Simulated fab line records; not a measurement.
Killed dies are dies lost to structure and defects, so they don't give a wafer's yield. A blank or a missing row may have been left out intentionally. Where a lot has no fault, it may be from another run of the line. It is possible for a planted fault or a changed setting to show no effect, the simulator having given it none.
fab line records    flow sky130
record lots=13  wafers=39  last_day=50
route steps=708 shown POLY_GATE@229 LDD_N@244 LDD_P@266 PAD_OPEN@708
lots with no fault: from the same line, run without faults
start_h: the number of hours between the record's first day and the start of the first shown wafer of the lot    wait_h: how many hours have passed since the lot's step before this one    " as in the row above    L1.1+2: a single row standing in for several wafers    - value missing, or start not given    * or withheld: withheld    < > ~ a bound
route shown NAME@n: NAME is a module with steps in the file, n the number in the route of the first one    usual: mean/standard deviation taken from wafers without a fault    same: alike in all rows    chamber/n: place in a boat    sites: each site's reading    _std_site: the values' standard deviation    _edge_site: the outer-site mean with the inner-site mean subtracted    radius_mm: for every site, how far away it sits from the centre of the wafer    mask NAME#n: copy n    behind: the tool/chamber that last shaped the wafer    hold: the reason the lot was held/the length of the hold in hours/how it ended    device: the transistor (n, p or np) that didn't switch    end of line: the route-end tests of the same wafers    a step with no rows: only its recipe    killed: not the wafer's yield, but the dies lost to structure and defects at the first sort    map: per-die view of a wafer (x killed, . not killed, _ where there is no die)
set.NAME: setting as actually run; set.NAME@STEP: the setting as run at that earlier step    model.NAME: the simulator's own value behind a step, which no gauge read
the route's steps for a sample of lots (tables are steps, rows are wafers)
services: the hour from which a tool's chamber was out of use, counted from the record's first day as start_h (under 0 if before that day), plus the number of hours and why
## steps
# step SKY_POLY_GATE_ETCH_15
# recipe chemistry=N2/H2  target=BARC  ion_energy_ev=200  source_w=500  bias_w=100  pressure_mtorr=30  n2_flow_sccm=100  h2_flow_sccm=200  stop_on=SiO2  time_s=118.5  target_depth_a=1100
# usual drypump_motor_current_A=5.96/0.27  oes_product_au=0.717/0.0044  throttle_valve_pct=13.214/0.0085
lot.wafer  tool         chamber  start_h  wait_h  drypump_motor_current_A  oes_product_au  rf_hours_counter_h  throttle_valve_pct
L550.2     rie_diel-03  1        383.12   0.0     6.26                     0.719           7                   13.226
L550.3     "            3        "        "       5.92                     0.712           3                   13.213
L550.4     "            1        "        "       6.22                     0.719           -                   13.214
L551.2     rie_diel-03  1        385.57   0.0     6.27                     0.711           7                   13.212
L551.4     "            1        "        "       6.26                     0.712           -                   13.215
L551.5     "            3        "        "       5.93                     0.716           -                   13.206
L558.1     rie_diel-01  3        451.49   0.0     5.87                     0.713           32                  13.209
L558.3     "            0        "        "       5.99                     0.721           70                  13.216
L558.4     "            1        "        "       5.98                     0.709           13                  13.210
L560.1     rie_diel-03  1        463.39   0.0     6.24                     0.722           9                   13.212
L560.3     "            2        "        "       5.95                     0.724           12                  13.198
L560.6     "            2        "        "       5.93                     0.723           -                   13.204
L564.2     rie_diel-02  3        499.02   0.0     5.93                     0.712           2                   13.221
L564.3     "            0        "        "       5.28                     0.719           7                   13.208
L564.6     "            2        "        "       6.43                     0.715           -                   13.213
L566.1     rie_diel-03  2        517.34   0.0     5.90                     0.719           13                  13.212
L566.3     "            1        "        "       6.26                     0.718           10                  13.221
L566.6     "            1        "        "       6.25                     0.721           -                   13.206
L567.2     rie_diel-03  0        522.54   0.0     5.67                     0.712           10                  13.209
L567.3     "            3        "        "       5.89                     0.721           6                   13.205
L567.6     "            1        "        "       6.25                     0.723           -                   13.205
L568.1     rie_diel-03  3        532.89   0.0     5.94                     0.712           6                   13.218
L568.4     "            1        "        "       6.28                     0.715           11                  13.209
L568.6     "            2        "        "       5.89                     0.720           -                   13.226
L569.2     rie_diel-03  2        538.34   0.0     5.93                     0.711           14                  13.211
L569.4     "            0        "        "       5.67                     0.719           11                  13.214
L569.5     "            2        "        "       5.91                     0.714           -                   13.219
L570.2     rie_diel-02  1        550.17   0.0     6.33                     0.719           39                  13.206
L570.5     "            1        "        "       6.37                     0.716           -                   13.227
L570.6     "            0        "        "       5.27                     0.717           -                   13.229
L571.2     rie_diel-02  1        556.54   0.0     6.32                     0.727           40                  13.223
L571.4     "            3        "        "       5.92                     0.716           3                   13.196
L571.5     "            1        "        "       6.35                     0.715           -                   13.206
L572.3     rie_diel-02  3        562.64   0.0     5.97                     0.720           3                   13.209
L572.4     "            1        "        "       6.36                     0.714           40                  13.206
L572.5     "            0        "        "       5.28                     0.713           -                   13.216
L573.1     rie_diel-03  2        567.29   0.0     5.95                     0.721           14                  13.206
L573.4     "            1        "        "       6.25                     0.710           12                  13.215
L573.6     "            0        "        "       5.70                     0.711           -                   13.206
# step SKY_LDD_N_OVL_MEAS_07
# usual LDD_N_OVL=-0.4/1.4
lot.wafer  tool        chamber  start_h  wait_h  LDD_N_OVL[nm]
L550.2     overlay-01  -        413.39   0.1     0.2
L550.3     "           -        "        "       -1.3
L550.4     "           -        "        "       -0.4
L551.2     overlay-01  -        418.52   0.1     1.9
L551.4     "           -        "        "       2.1
L551.5     "           -        "        "       0.1
L558.1     overlay-02  -        484.63   0.1     0.4
L558.3     "           -        "        "       0.2
L558.4     "           -        "        "       -0.8
L560.1     overlay-01  -        496.01   0.1     -1.9
L560.3     "           -        "        "       -0.7
L560.6     "           -        "        "       -2.6
L564.2     overlay-02  -        530.91   0.1     -0.2
L564.3     "           -        "        "       -1.0
L564.6     "           -        "        "       -0.9
L566.1     overlay-01  -        549.06   0.1     -0.1
L566.3     "           -        "        "       -0.5
L566.6     "           -        "        "       0.1
L567.2     overlay-01  -        553.11   0.1     1.6
L567.3     "           -        "        "       1.7
L567.6     "           -        "        "       1.7
L568.1     overlay-01  -        563.73   0.1     -1.6
L568.4     "           -        "        "       -2.0
L568.6     "           -        "        "       -1.5
L569.2     overlay-01  -        569.61   0.1     -1.4
L569.4     "           -        "        "       -2.5
L569.5     "           -        "        "       -0.5
L570.2     overlay-01  -        581.64   0.1     -1.2
L570.5     "           -        "        "       -1.9
L570.6     "           -        "        "       -0.1
L571.2     overlay-02  -        586.84   0.1     -0.1
L571.4     "           -        "        "       0.2
L571.5     "           -        "        "       0.0
L572.3     overlay-02  -        594.58   0.1     -1.8
L572.4     "           -        "        "       -2.1
L572.5     "           -        "        "       -1.3
L573.1     overlay-01  -        597.91   0.1     -0.6
L573.4     "           -        "        "       -1.3
L573.6     "           -        "        "       0.6
# step SKY_LDD_N_IMPLANT_12
# recipe species=BF2  energy_kev=50  dose_cm2=5e+12  tilt_deg=30  rotation_deg=0
# usual beam_energy_keV=49.999/0.016  dose_ions_cm2=5.001e+12/6e+09  faraday_current_uA=28.1/0.52  tilt_deg=30.001/0.024
lot.wafer  tool          chamber  start_h  wait_h  beam_energy_keV  dose_ions_cm2  faraday_current_uA  tilt_deg
L550.2     implanter-01  0        414.04   0.1     50.036           5.005e+12      28.7                29.998
L550.3     "             0        "        "       50.044           5.002e+12      27.1                30.003
L550.4     "             0        "        "       50.004           5e+12          28.3                29.999
L551.2     implanter-02  0        419.18   0.1     49.979           4.996e+12      28.5                30.005
L551.4     "             0        "        "       50.001           4.998e+12      28.2                30.024
L551.5     "             0        "        "       50.018           4.996e+12      27.8                29.977
L558.1     implanter-04  0        485.27   0.1     50.010           9.405e+12      53.1                29.976
L558.3     "             0        "        "       50.016           9.408e+12      53.0                29.978
L558.4     "             0        "        "       50.003           9.406e+12      53.5                29.966
L560.1     implanter-04  0        496.65   0.1     49.971           9.391e+12      51.7                29.996
L560.3     "             0        "        "       49.977           9.39e+12       53.1                29.994
L560.6     "             0        "        "       50.001           9.395e+12      53.1                30.003
L564.2     implanter-02  0        531.57   0.1     49.974           5.002e+12      28.3                30.003
L564.3     "             0        "        "       50.006           5.007e+12      28.0                30.069
L564.6     "             0        "        "       49.996           5.002e+12      27.9                30.019
L566.1     implanter-02  0        549.70   0.1     50.026           5.002e+12      28.9                29.991
L566.3     "             0        "        "       50.030           4.996e+12      27.9                30.017
L566.6     "             0        "        "       50.017           4.99e+12       27.7                29.991
L567.2     implanter-01  0        553.77   0.1     50.005           4.991e+12      28.2                29.990
L567.3     "             0        "        "       50.008           5.002e+12      28.4                29.994
L567.6     "             0        "        "       49.988           4.997e+12      28.0                30.001
L568.1     implanter-01  0        564.37   0.1     49.981           5.008e+12      27.6                29.979
L568.4     "             0        "        "       49.994           5.014e+12      28.9                29.975
L568.6     "             0        "        "       50.007           5.001e+12      28.0                30.007
L569.2     implanter-02  0        570.27   0.1     49.984           5.003e+12      27.9                29.991
L569.4     "             0        "        "       50.001           5.004e+12      27.7                29.979
L569.5     "             0        "        "       50.010           5.009e+12      28.1                30.005
L570.2     implanter-01  0        582.29   0.1     49.996           5.004e+12      28.3                29.987
L570.5     "             0        "        "       49.988           5e+12          27.4                30.001
L570.6     "             0        "        "       50.006           5.005e+12      27.3                29.998
L571.2     implanter-01  0        587.49   0.1     49.977           5.009e+12      27.5                29.994
L571.4     "             0        "        "       49.965           5.009e+12      28.1                30.012
L571.5     "             0        "        "       50.002           5.004e+12      28.0                30.016
L572.3     implanter-01  0        595.25   0.1     49.992           5.001e+12      28.4                29.982
L572.4     "             0        "        "       50.000           4.995e+12      27.8                29.999
L572.5     "             0        "        "       49.970           5.001e+12      27.8                30.009
L573.1     implanter-02  0        598.55   0.1     49.979           4.999e+12      28.0                29.991
L573.4     "             0        "        "       49.983           5.006e+12      27.8                30.023
L573.6     "             0        "        "       49.979           5.012e+12      28.6                30.018
# step SKY_LDD_P_TW_MEAS_11
# usual LDD_P_TW=636/5.6
lot.wafer  tool           chamber  start_h  wait_h  LDD_P_TW
L550.2     film_metro-02  -        445.00   0.1     626
L550.3     "              -        "        "       627
L550.4     "              -        "        "       623
L551.2     film_metro-04  -        449.80   0.1     643
L551.4     "              -        "        "       646
L551.5     "              -        "        "       641
L558.1     film_metro-04  -        516.57   0.1     646
L558.3     "              -        "        "       644
L558.4     "              -        "        "       645
L560.1     film_metro-02  -        528.52   0.1     626
L560.3     "              -        "        "       629
L560.6     "              -        "        "       628
L564.2     film_metro-02  -        562.37   0.1     632
L564.3     "              -        "        "       628
L564.6     "              -        "        "       626
L566.1     film_metro-02  -        578.51   0.1     630
L566.3     "              -        "        "       631
L566.6     "              -        "        "       630
L567.2     film_metro-04  -        583.53   0.1     639
L567.3     "              -        "        "       639
L567.6     "              -        "        "       642
L568.1     film_metro-04  -        593.86   0.1     640
L568.4     "              -        "        "       636
L568.6     "              -        "        "       637
L569.2     film_metro-02  -        600.62   0.1     630
L569.4     "              -        "        "       637
L569.5     "              -        "        "       635
L570.2     film_metro-02  -        611.78   0.1     633
L570.5     "              -        "        "       632
L570.6     "              -        "        "       634
L571.2     film_metro-03  -        617.85   0.1     639
L571.4     "              -        "        "       638
L571.5     "              -        "        "       640
L572.3     film_metro-04  -        625.48   0.1     638
L572.4     "              -        "        "       641
L572.5     "              -        "        "       642
L573.1     film_metro-04  -        628.26   0.1     640
L573.4     "              -        "        "       639
L573.6     "              -        "        "       642
# step SKY_PAD_OPEN_PROBE_99
# usual killed_at_M0_to_M3=45/7.2  killed_at_M4_up=3.0/1.8  killed_at_contacts=25/6.1  killed_at_front_end=14/4.4  killed_at_other=0.2/0.44  killed_dies=88/10  killed_open=48/7.4  killed_short=40/6.3
# same gross_dies=492  killed_at_back_side=0
lot.wafer  tool       chamber  start_h  wait_h  killed_at_M0_to_M3  killed_at_M4_up  killed_at_contacts  killed_at_front_end  killed_at_other  killed_dies  killed_open  killed_short
L558.1     prober-02  -        1133.25  0.1     39                  4                29                  9                    0                81           43           38
L558.3     prober-02  -        1133.35  0.2     43                  0                31                  18                   1                93           43           50
L558.4     prober-02  -        1133.40  0.2     35                  1                25                  10                   1                72           33           39
L560.1     prober-02  -        1140.58  0.1     47                  4                30                  27                   1                109          59           50
L560.3     prober-02  -        1140.68  0.2     42                  4                25                  10                   0                81           38           43
L560.6     prober-02  -        1140.83  0.2     59                  3                29                  19                   0                110          63           47
L566.1     prober-01  -        1171.65  0.1     39                  2                20                  14                   0                75           44           31
L566.3     prober-01  -        1171.75  0.2     61                  5                20                  16                   0                102          61           41
L566.6     prober-01  -        1171.90  0.2     46                  3                20                  12                   0                81           42           39
L567.2     prober-02  -        1176.98  0.1     44                  2                20                  20                   0                86           57           29
L567.3     prober-02  -        1177.03  0.2     42                  4                19                  14                   0                79           47           32
L567.6     prober-02  -        1177.18  0.2     41                  3                18                  9                    0                71           39           32
L568.1     prober-01  -        1183.23  0.1     42                  4                19                  14                   1                80           35           45
L568.4     prober-01  -        1183.38  0.2     31                  2                21                  10                   0                64           38           26
L568.6     prober-01  -        1183.48  0.2     32                  7                29                  23                   0                91           50           41
L569.2     prober-02  -        1186.23  0.1     45                  2                19                  19                   0                85           46           39
L569.4     prober-02  -        1186.33  0.2     39                  3                15                  7                    0                64           41           23
L569.5     prober-02  -        1186.38  0.2     42                  2                18                  9                    0                71           37           34
# killed by level:class
L558.1 CONTACT:geometric_particle:open=15 CONTACT:geometric_particle:short=7 VIA2:geometric_particle:open=7 METAL2:geometric_particle:short=6 VIA3:geometric_particle:open=5 VIA1:geometric_particle:short=5 LI_CONTACT:geometric_particle:open=4 VIA1:geometric_particle:open=4
L558.3 CONTACT:geometric_particle:open=7 LI_CONTACT:geometric_particle:open=7 VIA3:geometric_particle:short=7 VIA1:geometric_particle:open=7 CONTACT:geometric_particle:short=6 VIA1:geometric_particle:short=6 VIA2:geometric_particle:open=6 FIELD_ISO:geometric_particle:short=5
L558.4 VIA1:geometric_particle:open=7 CONTACT:geometric_particle:short=6 VIA1:geometric_particle:short=5 LI_CONTACT:geometric_particle:open=5 CONTACT:geometric_particle:open=5 LOCAL_INTERCONNECT:geometric_particle:short=5 VIA2:geometric_particle:open=4 METAL3:geometric_particle:short=4
L560.1 CONTACT:geometric_particle:open=15 VIA1:geometric_particle:open=13 POLY_GATE:geometric_particle:short=8 VIA1:geometric_particle:short=8 POLY_GATE:geometric_particle:open=6 LI_CONTACT:geometric_particle:open=6 FIELD_ISO:geometric_particle:short=5 CONTACT:geometric_particle:short=5
L560.3 CONTACT:geometric_particle:open=9 VIA1:geometric_particle:open=9 VIA3:geometric_particle:open=8 CONTACT:geometric_particle:short=7 LI_CONTACT:geometric_particle:short=7 METAL2:geometric_particle:short=7 VIA1:geometric_particle:short=4 VIA2:geometric_particle:open=4
L560.6 VIA3:geometric_particle:open=15 VIA1:geometric_particle:open=11 CONTACT:geometric_particle:short=9 LI_CONTACT:geometric_particle:open=8 CONTACT:geometric_particle:open=8 VIA2:geometric_particle:open=7 FIELD_ISO:geometric_particle:open=6 POLY_GATE:geometric_particle:short=5
L566.1 CONTACT:geometric_particle:open=8 VIA1:geometric_particle:open=7 VIA3:geometric_particle:open=7 FIELD_ISO:geometric_particle:open=5 LI_CONTACT:geometric_particle:open=5 METAL2:geometric_particle:short=5 VIA2:geometric_particle:open=5 POLY_GATE:geometric_particle:open=4
L566.3 VIA1:geometric_particle:open=16 VIA3:geometric_particle:open=11 METAL2:geometric_particle:short=9 LI_CONTACT:geometric_particle:open=7 METAL1:geometric_particle:short=6 FIELD_ISO:geometric_particle:open=5 CONTACT:geometric_particle:open=5 VIA2:geometric_particle:open=5
L566.6 VIA1:geometric_particle:open=11 CONTACT:geometric_particle:open=10 VIA1:geometric_particle:short=8 VIA2:geometric_particle:open=6 FIELD_ISO:geometric_particle:short=5 VIA3:geometric_particle:open=5 LOCAL_INTERCONNECT:geometric_particle:short=5 METAL2:geometric_particle:short=5
L567.2 VIA2:geometric_particle:open=10 FIELD_ISO:geometric_particle:short=9 CONTACT:geometric_particle:open=9 VIA1:geometric_particle:open=9 VIA3:geometric_particle:open=9 FIELD_ISO:geometric_particle:open=7 LI_CONTACT:geometric_particle:open=6 METAL1:geometric_particle:open=3
L567.3 FIELD_ISO:geometric_particle:short=8 VIA3:geometric_particle:open=8 VIA1:geometric_particle:open=8 VIA2:geometric_particle:open=6 METAL3:geometric_particle:short=5 LI_CONTACT:geometric_particle:open=5 CONTACT:geometric_particle:open=5 METAL1:geometric_particle:short=4
L567.6 VIA1:geometric_particle:open=12 LI_CONTACT:geometric_particle:open=8 METAL2:geometric_particle:short=6 FIELD_ISO:geometric_particle:open=4 METAL3:geometric_particle:short=4 METAL1:geometric_particle:short=3 CONTACT:geometric_particle:short=3 CONTACT:geometric_particle:open=3
L568.1 VIA1:geometric_particle:open=15 LOCAL_INTERCONNECT:geometric_particle:short=6 CONTACT:geometric_particle:open=5 VIA1:geometric_particle:short=5 METAL2:geometric_particle:short=5 FIELD_ISO:geometric_particle:short=4 METAL1:geometric_particle:short=4 METAL3:geometric_particle:short=4
L568.4 VIA1:geometric_particle:open=11 LI_CONTACT:geometric_particle:open=7 CONTACT:geometric_particle:open=7 CONTACT:geometric_particle:short=5 METAL2:geometric_particle:short=5 METAL1:geometric_particle:short=4 VIA3:geometric_particle:open=4 VIA2:geometric_particle:open=4
L568.6 VIA1:geometric_particle:open=13 CONTACT:geometric_particle:open=10 LOCAL_INTERCONNECT:geometric_particle:short=8 FIELD_ISO:geometric_particle:open=5 POLY_GATE:geometric_particle:short=4 POLY_GATE:geometric_particle:open=4 VIA2:geometric_particle:open=4 CONTACT:geometric_particle:short=4
L569.2 VIA1:geometric_particle:open=14 CONTACT:geometric_particle:open=8 VIA2:geometric_particle:open=6 FIELD_ISO:geometric_particle:short=6 POLY_GATE:geometric_particle:short=6 LOCAL_INTERCONNECT:geometric_particle:short=6 VIA1:geometric_particle:short=6 FIELD_ISO:geometric_particle:open=4
L569.4 VIA1:geometric_particle:open=9 VIA2:geometric_particle:open=8 LI_CONTACT:geometric_particle:open=6 VIA3:geometric_particle:open=5 METAL1:geometric_particle:short=4 CONTACT:geometric_particle:open=4 VIA2:geometric_particle:short=4 FIELD_ISO:geometric_particle:short=3
L569.5 VIA1:geometric_particle:open=9 VIA3:geometric_particle:short=6 CONTACT:geometric_particle:open=6 METAL1:geometric_particle:short=6 VIA3:geometric_particle:open=6 CONTACT:geometric_particle:short=5 VIA1:geometric_particle:short=4 LOCAL_INTERCONNECT:geometric_particle:short=3
## services
tool          chamber  start_h  hours  kind
rie_diel-02   2        376.33   13.0   repair
rie_diel-03   0        377.96   27.8   repair
rie_diel-01   0        378.23   2.7    repair
rie_diel-01   1        380.39   7.9    repair
rie_diel-01   3        383.32   1.5    repair
implanter-04  -        386.02   53.7   repair
implanter-02  -        395.22   5.3    repair
rie_diel-02   3        402.88   -      clean
rie_diel-02   -        419.14   0.1    repair
implanter-02  -        428.78   2.2    repair
implanter-04  -        439.72   4.5    pm
rie_diel-03   2        441.82   3.5    repair
implanter-01  -        443.98   2.3    repair
rie_diel-02   2        455.11   24.4   repair
rie_diel-03   3        491.41   10.4   repair
implanter-04  -        516.13   5.6    repair
implanter-02  -        516.84   3.1    repair
implanter-04  -        521.77   31.8   pm
rie_diel-03   -        555.09   0.5    repair
implanter-04  -        570.76   7.7    repair
implanter-02  -        570.84   4.1    pm
implanter-04  -        577.48   2.1    repair
rie_diel-02   -        579.36   10.0   pm
rie_diel-02   -        594.19   0.6    repair
## key
first_sign step=SKY_LDD_N_IMPLANT_12  reading=dose_ions_cm2  direction=up  sigmas=99+  usual=*  struck=*
effect step=SKY_LDD_N_IMPLANT_12  reading=faraday_current_uA  direction=up  sigmas=48  usual=28.1  struck=52.9
met_at SKY_LDD_N_IMPLANT_12
struck_lots L558,L560
tester_left_out L558,L560
not_acting_at SKY_POLY_GATE_ETCH_15,SKY_LDD_N_OVL_MEAS_07,SKY_LDD_P_TW_MEAS_11
fault kind=process_parameter_drift  tool=implanter-04  chamber=-  onset_h=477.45  steps=SKY_LDD_N_IMPLANT_12  channel=dose_cm2  offset=*  shape=step  end_h=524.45  acts_in=*  stated=*
# tester_left_out: of these lots the tester's yield and bins aren't shown, on N5 and GAA mostly nor the transistor test; their killed dies are dies lost to structure and defects alone, not to doping, threshold or leakage, so they don't give the yield
